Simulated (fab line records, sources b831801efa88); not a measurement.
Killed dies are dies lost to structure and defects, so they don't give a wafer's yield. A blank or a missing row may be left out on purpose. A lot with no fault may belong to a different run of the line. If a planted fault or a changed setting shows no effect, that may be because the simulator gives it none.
2 desks looking at one fault || flow gf180mcu || each desk holds nothing but its own numbers, with what lay behind them at the end

## DESK OF THE TOOL OWNER: implanter-03
The tool's own readings at GF_HV_LDD_IMPLANT_36, given as means over the sampled wafers that have a number, one for each lot that went through this tool. The brackets show how far a lot's mean lies from the usual mean; more than 4 standard deviations puts the lot out of limits, marked OUT.
Columns: A = dose-ions-cm2 at GF_HV_LDD_IMPLANT_36, usual 7.501e+12; B = faraday-current-uA at GF_HV_LDD_IMPLANT_36, usual 42.2
{"lot": "L992", "first seen here": "day 11 13:41", "A": 7.494e+12, "B": 42.1}
{"lot": "L994", "first seen here": "day 12 03:19", "A": "9.952e+12 (+99 or more) OUT", "B": "55.8 (+15) OUT"}
{"lot": "L995", "first seen here": "day 12 15:17", "A": "9.956e+12 (+99 or more) OUT", "B": "56.7 (+16) OUT"}
{"lot": "L996", "first seen here": "day 12 23:44", "A": "9.956e+12 (+99 or more) OUT", "B": "56.6 (+16) OUT"}
{"lot": "L107", "first seen here": "day 16 13:17", "A": 7.503e+12, "B": 43.0}
{"lot": "L109", "first seen here": "day 16 21:28", "A": 7.491e+12, "B": 42.6}
{"lot": "L110", "first seen here": "day 17 07:17", "A": 7.503e+12, "B": 42.1}
{"lot": "L111", "first seen here": "day 17 19:12", "A": 7.501e+12, "B": 40.9}
{"lot": "L114", "first seen here": "day 18 14:49", "A": 7.502e+12, "B": 42.5}
This desk finds L994, L995, L996 out of limits, L994 being first, at day 12 03:19 (dose-ions-cm2 at GF_HV_LDD_IMPLANT_36). L992, L107, L109, L110, L111, L114 stayed within limits.

## AT THE METROLOGY DESK
Means of the sampled wafers that have a number, per lot and without regard to the tool the lot ran on: this is what the gauges read. The brackets show how far a lot's mean lies from the usual mean; more than 4 standard deviations puts the lot out of limits, marked OUT.
Columns: A = STI_CVD_03_THK at GF_STI_THK_MEAS_04, usual 206.4 nm; B = DNWELL_TW at GF_DNWELL_TW_MEAS_09, usual 1354; C = HV_LDD_RS at GF_HV_LDD_RS_MEAS_53, usual 418.7 ohm/sq
{"lot": "L992", "first seen here": "day 1 13:34", "A": 207.6, "B": 1349, "C": 419.3}
{"lot": "L994", "first seen here": "day 2 00:10", "A": 204.5, "B": 1374, "C": "413.0 (-7.3) OUT"}
{"lot": "L995", "first seen here": "day 2 05:22", "A": 204.5, "B": 1342, "C": "412.2 (-8.2) OUT"}
{"lot": "L996", "first seen here": "day 2 10:26", "A": 208.0, "B": 1356, "C": "412.6 (-7.8) OUT"}
{"lot": "L999", "first seen here": "day 3 01:34", "A": 203.5, "B": 1337, "C": 419.6}
{"lot": "L104", "first seen here": "day 4 01:48", "A": 205.9, "B": 1322, "C": 419.0}
{"lot": "L106", "first seen here": "day 4 12:14", "A": 204.8, "B": 1357, "C": 418.5}
{"lot": "L107", "first seen here": "day 4 16:34", "A": 206.3, "B": 1374, "C": 417.5}
{"lot": "L109", "first seen here": "day 5 02:34", "A": 209.5, "B": 1348, "C": 419.5}
{"lot": "L110", "first seen here": "day 5 07:34", "A": 208.3, "B": 1344, "C": 418.9}
{"lot": "L111", "first seen here": "day 5 13:34", "A": 203.9, "B": 1375, "C": 418.9}
{"lot": "L114", "first seen here": "day 6 03:34", "A": 206.3, "B": 1349, "C": 418.4}
{"lot": "L115", "first seen here": "day 6 11:05", "A": 207.1, "B": 1339, "C": 419.7}
This desk reports L994, L995, L996 out of limits; the earliest was L994 at day 12 22:49 (HV_LDD_RS at GF_HV_LDD_RS_MEAS_53). L992, L999, L104, L106, L107, L109, L110, L111, L114, L115 stayed within limits.

## TAKEN TOGETHER
The tool owner's desk had the chance to raise an alarm at day 12 03:19 on L994, L995, L996.
Metrology desk: alarm possible at day 12 22:49 on L994, L995, L996.
GF_HV_LDD_IMPLANT_36 was run on implanter-03 by each of the lots named.

## WHAT WAS PUT IN BY THE SIMULATOR
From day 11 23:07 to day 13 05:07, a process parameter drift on implanter-03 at GF_HV_LDD_IMPLANT_36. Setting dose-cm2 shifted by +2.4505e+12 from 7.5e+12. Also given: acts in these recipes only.
Struck lots among those shown: L994, L995, L996.
Counting hours from when the fault started, the first reading out of limits came at 4 for the tool owner's desk and at 24 for the metrology desk.
